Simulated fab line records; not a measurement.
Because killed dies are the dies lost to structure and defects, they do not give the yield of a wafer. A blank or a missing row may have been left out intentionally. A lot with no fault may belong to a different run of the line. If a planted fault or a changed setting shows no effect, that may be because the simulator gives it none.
Check for tools in common    flow sky130    Sample size 15 lots and 45 wafers

WHY THIS WAS OPENED
3 of 15 lots carry a flag on the reading LDD_P_TW at SKY_LDD_P_TW_MEAS_11. No-fault wafers: 640, standard deviation 9.
Rule: a lot is flagged when every wafer of it that has a number lies more than 4 standard deviations from that mean, or none has a number. The rest of the lots are taken to be sound.

lot   measured      on             LDD_P_TW, wafer by wafer  flag
L302  day 18 13:52  film metro-03  626 630 625               
L304  day 19 20:56  film metro-01  654 651 652               
L303  day 20 02:22  film metro-01  650 647 649               
L306  day 20 09:36  film metro-01  648 649 649               
L307  day 21 05:37  film metro-01  647 647 647               
L309  day 21 13:31  film metro-03  629 628 630               
L310  day 21 23:53  film metro-01  646 649 650               
L311  day 22 07:32  film metro-03  630 626 626               
L312  day 22 14:42  film metro-03  30 30 30                  FLAGGED
L313  day 23 07:25  film metro-02  30 30 30                  FLAGGED
L314  day 23 11:21  film metro-01  31 31 31                  FLAGGED
L322  day 26 06:10  film metro-03  629 630 631               
L324  day 26 19:30  film metro-02  637 641 637               
L323  day 26 21:37  film metro-03  628 632 630               
L325  day 27 13:16  film metro-01  645 642 644               
Average over the flagged lots: 30; offset from the usual -610, equal to -68 standard deviations.

LOT BY LOT: THE TOOL USED
Before the reading, the record contains 2 process steps out of a 708-step route. Each cell gives the tool, then ch followed by the chambers the sampled wafers passed through, then the start.
lot   flag     SKY_GATE_OXIDE_STRIP_13               SKY_LDD_P_IMPLANT_09
L302           plasma asher-03 ch 0, day 13 11:56    implanter-04 ch 0, day 18 13:37
L304           plasma asher-01 ch 0, day 14 14:59    implanter-01 ch 0, day 19 20:41
L303           plasma asher-03 ch 0,1, day 14 19:48  implanter-04 ch 0, day 20 02:08
L306           plasma asher-02 ch 0,1, day 14 23:11  implanter-02 ch 0, day 20 09:21
L307           plasma asher-02 ch 0,1, day 15 20:34  implanter-02 ch 0, day 21 05:22
L309           plasma asher-03 ch 0,1, day 16 04:49  implanter-04 ch 0, day 21 13:16
L310           plasma asher-01 ch 0,1, day 16 11:19  implanter-01 ch 0, day 21 23:38
L311           plasma asher-03 ch 0,1, day 16 22:52  implanter-02 ch 0, day 22 07:19
L312  FLAGGED  plasma asher-01 ch 0,1, day 17 04:26  implanter-04, day 22 14:27
L313  FLAGGED  plasma asher-03 ch 0,1, day 17 19:19  implanter-02, day 23 07:13
L314  FLAGGED  plasma asher-01 ch 0,1, day 18 00:23  implanter-02, day 23 11:06
L322           plasma asher-01 ch 0,1, day 20 22:19  implanter-04 ch 0, day 26 05:57
L324           plasma asher-03 ch 0,1, day 21 13:59  implanter-02 ch 0, day 26 19:15
L323           plasma asher-01 ch 0,1, day 21 16:32  implanter-04 ch 0, day 26 21:22
L325           plasma asher-02 ch 0,1, day 22 07:53  implanter-01 ch 0, day 27 13:01
What is done by these steps:
- SKY_GATE_OXIDE_STRIP_13: strips in O2/N2.
- SKY_LDD_P_IMPLANT_09
- SKY_LDD_P_TW_MEAS_11

FLAGGED AGAINST TOTAL, ONE TOOL AT A TIME (gauges that did the reading follow at the end)
step                     tool             lots run  flagged  share of the flagged lots  sound lots run after its first flagged lot
SKY_GATE_OXIDE_STRIP_13  plasma asher-01  6         2        some                       2 (L322,L323)
SKY_GATE_OXIDE_STRIP_13  plasma asher-02  3         0        none                       -
SKY_GATE_OXIDE_STRIP_13  plasma asher-03  6         1        some                       1 (L324)
SKY_LDD_P_IMPLANT_09     implanter-01     3         0        none                       -
SKY_LDD_P_IMPLANT_09     implanter-02     6         2        some                       1 (L324)
SKY_LDD_P_IMPLANT_09     implanter-04     6         1        some                       2 (L322,L323)
SKY_LDD_P_TW_MEAS_11     film metro-01    7         1        some                       1 (L325)
SKY_LDD_P_TW_MEAS_11     film metro-02    2         1        some                       1 (L324)
SKY_LDD_P_TW_MEAS_11     film metro-03    6         1        some                       2 (L322,L323)

WHAT THE TABLE ALLOWS
No row of the table ran every flagged lot.

WHAT THE SIMULATOR HAD INSERTED
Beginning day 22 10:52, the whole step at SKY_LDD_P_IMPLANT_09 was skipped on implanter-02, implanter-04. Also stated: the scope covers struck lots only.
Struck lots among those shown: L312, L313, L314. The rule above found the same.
